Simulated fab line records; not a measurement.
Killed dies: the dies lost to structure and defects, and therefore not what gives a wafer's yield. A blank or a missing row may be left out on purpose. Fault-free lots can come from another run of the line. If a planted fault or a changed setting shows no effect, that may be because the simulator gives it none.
Struck lot and sound lot, side by side ; flow sky130 ; 14 steps out of a route of 708
Sound: these wafers, L631.2, L631.4, L631.5. Wafers L640.1, L640.4, L640.6 were the ones struck. The cause is named last.
For every step that has rows: the tool of each side, followed by ch and its chambers, followed by its first start. Under that, the readings that differ: sound wafers ; struck wafers ; difference of the means ; sigmas: that difference in standard deviations of wafers without a fault.
alike: words and numbers the same on both sides, and readings whose means are apart by under 2 such deviations; not compared: readings that were withheld, readings missing a value for some wafer, numbers with overlapping values and no deviation given by the record, and bounds like >300 which may hide the same value.
Wherever a step has rows on one side only, a row that says differs or no value, or a row with sigmas, the two part there. Numbers that have no deviation but don't overlap get no sigmas and don't part them. A reading missing from all wafers of one side parts the sides only when that side holds two or more wafers.

first, 1 step without rows for these wafers: SKY_POLY_GATE_IMPLANT_02.
SKY_RES_PROTECT_STRIP_07: strips in O2/N2.
  sound on plasma asher-04 ch 0,1, day 18 00:58; struck on plasma asher-01 ch 0,1, day 21 05:16
  alike: drypump motor current A, oes product au, strip time to endpoint s
  not compared: rf hours counter h
SKY_RES_PROTECT_TW_MEAS_08:
  sound on film metro-01, day 18 01:05; struck on film metro-03, day 21 05:22
  alike: POLY_GATE_TW
then, 2 steps without rows for these wafers: SKY_RES_PROTECT_CLEAN_09 (cleans in SC1/SC2, time 150 s); SKY_POLY_GATE_CVD_03 (deposits Si3N4 from DCS/NH3, target thk 75 nm, time 1290 s).
SKY_POLY_GATE_THK_MEAS_04:
  sound on film metro-03, day 18 02:32; struck on film metro-04, day 21 07:31
  alike: POLY_GATE_CVD_03_THK
then, 6 steps without rows for these wafers: SKY_POLY_GATE_DEHYDRATE_05 (time 60 s); SKY_POLY_GATE_HMDS_06 (prime time 60 s); SKY_POLY_GATE_COAT_07 (resist thk 110 nm); SKY_POLY_GATE_COAT_08 (resist thk 450 nm); SKY_POLY_GATE_SOFTBAKE_09 (time 90 s); SKY_POLY_GATE_EXPOSE_10 (exposes mask P1M, target cd 150 nm).
SKY_POLY_GATE_PEB_11:
  sound on litho track-04 ch 0, day 19 08:00; struck on litho track-03, day 22 13:00
reading;sound;struck;difference;sigmas
exhaust pa (Pa);46.6 45.5 46.1;- - -;no value on the struck wafers;
  not compared: chill plate temp C
then, 1 step without rows for these wafers: SKY_POLY_GATE_DEVELOP_12 (develop time 60 s).

WHERE THEY PART
Only at SKY_POLY_GATE_PEB_11, within this record.

WHY: what the simulator had put in
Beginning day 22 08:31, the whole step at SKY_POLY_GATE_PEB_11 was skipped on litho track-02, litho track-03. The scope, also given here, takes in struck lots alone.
